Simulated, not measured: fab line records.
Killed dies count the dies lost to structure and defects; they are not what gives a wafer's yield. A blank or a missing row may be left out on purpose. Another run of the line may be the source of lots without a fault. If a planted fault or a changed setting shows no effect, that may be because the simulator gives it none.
A lot that was struck, set against a sound lot | flow gf180mcu | 16 steps out of a route of 602
Sound: the wafers L795.2, L795.5, L795.6. The struck wafers were L789.3, L789.4, L789.5. At the end, the cause is stated.
Each step with rows lists, per side, the tool, then ch with its chambers, then its first start. Under that, the readings that differ: sound wafers | struck wafers | difference of the means | sigmas: that difference in standard deviations of wafers without a fault.
alike: readings whose means differ by less than 2 such deviations, and words and numbers that are the same on both sides. not compared: withheld readings, readings that some wafer has no value for, bounds like >300 that may hide the same value, and numbers for which the record gives no deviation and whose values overlap.
The two part at a step that has a row with sigmas, a row that says differs or no value, or rows on one side only. Non-overlapping numbers with no deviation appear without sigmas and do not part them. A reading that every wafer of one side lacks parts them only if that side has two wafers or more.

first, 3 steps without rows for these wafers: GF_V1_EXPOSE_11 (exposes mask Via1, target cd 260 nm); GF_V1_PEB_12 (peb time 90 s); GF_V1_DEVELOP_13 (develop time 60 s).
GF_V1_CD_MEAS_14: target cd 260 nm.
  sound on cd_sem-02 at day 25 15:29; struck on cd_sem-01 at day 24 05:48
  alike: cd_nm
GF_V1_OVL_MEAS_15:
  sound on overlay-01 at day 25 15:35; struck on overlay-01 at day 24 05:53
  alike: V1_OVL
GF_V1_ETCH_16: etches BARC in N2/H2.
  sound on rie_diel-02 ch 0,1,2, day 25 15:37; struck on rie_diel-04 ch 1,3, day 24 05:55
  alike: drypump_motor_current_A, oes_product_au, throttle_valve_pct
GF_V1_ETCH_17: etches SiO2 in C4F8/O2/Ar, stops on TiN, target depth 630 nm.
  sound on rie_diel-02 ch 0,1,2; struck on rie_diel-04 ch 1,3
  alike: oes_product_au
GF_V1_STRIP_18: strips in O2/N2.
  sound on plasma_asher-01 ch 0,1, day 25 15:44; struck on plasma_asher-04 ch 0,1, day 24 06:05
  reading            | sound       | struck      | difference | sigmas
  heater_power_w (W) | 335 327 321 | 278 273 281 | -50        | -3
  alike: drypump_motor_current_A, oes_product_au
  not compared: rf_hours_counter_h
then, 2 steps without rows for these wafers: GF_V1_STRIP_19 (strips in post etch residue remover, time 1200 s); GF_V1_CLEAN_20 (cleans in DIW).
GF_V1_SPUTTER_21: material Ti, target thk 15 nm, time 80.02 s.
  sound on pvd_sputter-03 at day 25 16:19; struck on pvd_sputter-03 at day 24 06:35
  alike: cathode_dc_power_W, substrate_temp_c, throttle_valve_pct
GF_V1_SPUTTER_22: material TiN, target thk 10 nm, time 40 s.
  sound on pvd_sputter-03 at day 25 16:23; struck on pvd_sputter-03 at day 24 06:38
  alike: cathode_dc_power_W, throttle_valve_pct
GF_V1_CVD_23: deposits W, target thk 350 nm, time 105.05 s.
  sound on cvd_w-02 ch 0,1, day 25 16:25; struck on cvd_w-02 ch 0,1, day 24 06:43
  no value came back on the struck wafers for chamber_pressure_Torr (Torr), heater_power_outer_w (W), heater_power_w (W), time_s (s); on the sound wafers chamber_pressure_Torr (Torr) reads 40.17 40.03 39.95
  not compared: since_wet_clean_h
GF_V1_RS_MEAS_24: a four-point-probe measurement.
  sound on film_metro-04 at day 25 16:34; struck on film_metro-02 at day 24 06:50
  reading          | sound             | struck               | difference | sigmas
  V1_W_RS (ohm/sq) | 0.325 0.326 0.328 | 43.650 44.063 43.904 | +43.546    | +99 or more
GF_V1_THK_MEAS_25: measures by xrf.
  sound on film_metro-04 at day 25 16:40; struck on film_metro-02 at day 24 06:56
  reading       | sound       | struck   | difference | sigmas
  V1_W_THK (nm) | 358 355 356 | <0 <0 <0 | differs    |
GF_V1_CMP_26: polishes, stops on SiO2, t overpolish 15 s, target thk 0 nm.
  sound on cmp-02 ch 2,3, day 25 16:43; struck on cmp-02 ch 0,1,3, day 24 07:05
  reading                | sound    | struck | difference | sigmas
  time_to_endpoint_s (s) | 85 86 81 | 1 3 1  | -82        | -27
  alike: motor_current_A

== WHERE THEY PART ==
Last at GF_V1_CMP_26 as far as this record goes, first at GF_V1_STRIP_18.

WHY: what had been put in by the simulator
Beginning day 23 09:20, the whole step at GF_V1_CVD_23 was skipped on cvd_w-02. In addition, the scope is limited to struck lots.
